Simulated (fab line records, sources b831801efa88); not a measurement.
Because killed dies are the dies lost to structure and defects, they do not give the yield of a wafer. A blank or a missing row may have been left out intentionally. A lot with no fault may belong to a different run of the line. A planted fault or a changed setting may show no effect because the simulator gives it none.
Comparing a struck lot with a sound one || flow sky130 || 23 steps out of a route of 708
Sound: wafers L271.1, L271.2, L271.3. Wafers struck: L277.2, L277.3, L277.4. At the end, the cause is stated.
At each step with rows: each side's tool, then ch and its chambers, then its first start. Under that, the readings that differ: sound wafers || struck wafers || difference of the means || sigmas: that difference in standard deviations of wafers without a fault.
alike: same words and numbers on both sides, and readings whose means sit less than 2 such deviations apart. not compared: any withheld reading, any reading some wafer has no value for, any bound like >300 that may hide the same value, and any number with overlapping values for which the record gives no deviation.
The two part at a step that has a row with sigmas, a row that says differs or no value, or rows on one side only. Numbers that have no deviation but don't overlap get no sigmas and don't part them. Lack of a reading on every wafer of one side parts them only where that side has two or more wafers.

first, 1 step without rows for these wafers: SKY_POLY_GATE_OXIDATION_20 (stabilise 600 s, purge 300 s, target thk 4 nm).
SKY_POLY_GATE_THK_MEAS_21:
  sound: film metro-01 at day 18 05:04; struck: film metro-01 at day 19 23:13
  alike: POLY_GATE_OXIDATION_THK
SKY_POLY_GATE_CD_MEAS_22:
  sound: cd sem-01 at day 18 05:08; struck: cd sem-02 at day 19 23:18
  alike: cd nm
then, 7 steps without rows for these wafers: SKY_LDD_N_DEHYDRATE_00 (time 60 s); SKY_LDD_N_HMDS_01 (prime time 60 s); SKY_LDD_N_COAT_02 (resist thk 300 nm); SKY_LDD_N_SOFTBAKE_03 (time 60 s); SKY_LDD_N_EXPOSE_04 (exposes mask NTM, target cd 840 nm); SKY_LDD_N_PEB_05; SKY_LDD_N_DEVELOP_06 (develop time 60 s).
SKY_LDD_N_OVL_MEAS_07:
  sound: overlay-01 at day 19 11:26; struck: overlay-02 at day 21 06:25
{"reading": "LDD_N_OVL (nm)", "sound": "-1.6 -1.0 -2.8", "struck": "2.2 0.4 3.1", "difference": "+3.7", "sigmas": "+3"}
following that, these wafers have no rows for 1 step: SKY_LDD_N_IMPLANT_08.
SKY_LDD_N_IMPLANT_09:
  sound on implanter-01 ch 0, day 19 11:37; struck on implanter-01 ch 0, day 21 06:37
{"reading": "dose ions cm2", "sound": "7.492e+13 7.492e+13 7.498e+13", "struck": "3.07e+13 3.057e+13 3.045e+13", "difference": -4.44e+13, "sigmas": "-99 or more"}
{"reading": "faraday current uA", "sound": "415 431 419", "struck": "171 173 169", "difference": -251, "sigmas": -31}
  alike: rotation deg
then, 6 steps without rows for these wafers: SKY_LDD_N_IMPLANT_10; SKY_LDD_N_IMPLANT_11; SKY_LDD_N_IMPLANT_12; SKY_LDD_N_IMPLANT_13; SKY_LDD_N_IMPLANT_14; SKY_LDD_N_IMPLANT_15.
SKY_LDD_N_STRIP_16: strips in O2/N2.
  sound on plasma asher-04 ch 0,1, day 19 12:40; struck on plasma asher-01 ch 0,1, day 21 07:38
{"reading": "strip time to endpoint s (s)", "sound": "4.332 4.326 4.312", "struck": "4.196 4.208 4.194", "difference": -0.124, "sigmas": -10}
  alike: drypump motor current A, oes product au
  not compared: rf hours counter h
SKY_LDD_N_TW_MEAS_17:
  sound: film metro-01 at day 19 12:46; struck: film metro-01 at day 21 07:45
{"reading": "LDD_N_TW", "sound": "2600 2601 2606", "struck": "2533 2530 2524", "difference": -73, "sigmas": -5}
then, 1 step without rows for these wafers: SKY_LDD_P_DEHYDRATE_00 (time 60 s).
-- record jumps: 27 days separate the struck wafers' starts on either side; left off in module LDD_P, taken up again in module PAD_OPEN, whose first shown step is the route's number 708 --
SKY_PAD_OPEN_PROBE_99:
  record: rows for the struck wafers here (prober-02, day 48 08:13), none for the sound ones

WHERE THEY PART
First at SKY_LDD_N_OVL_MEAS_07; last, within this record, at SKY_PAD_OPEN_PROBE_99.

WHY: whatever the simulator had introduced
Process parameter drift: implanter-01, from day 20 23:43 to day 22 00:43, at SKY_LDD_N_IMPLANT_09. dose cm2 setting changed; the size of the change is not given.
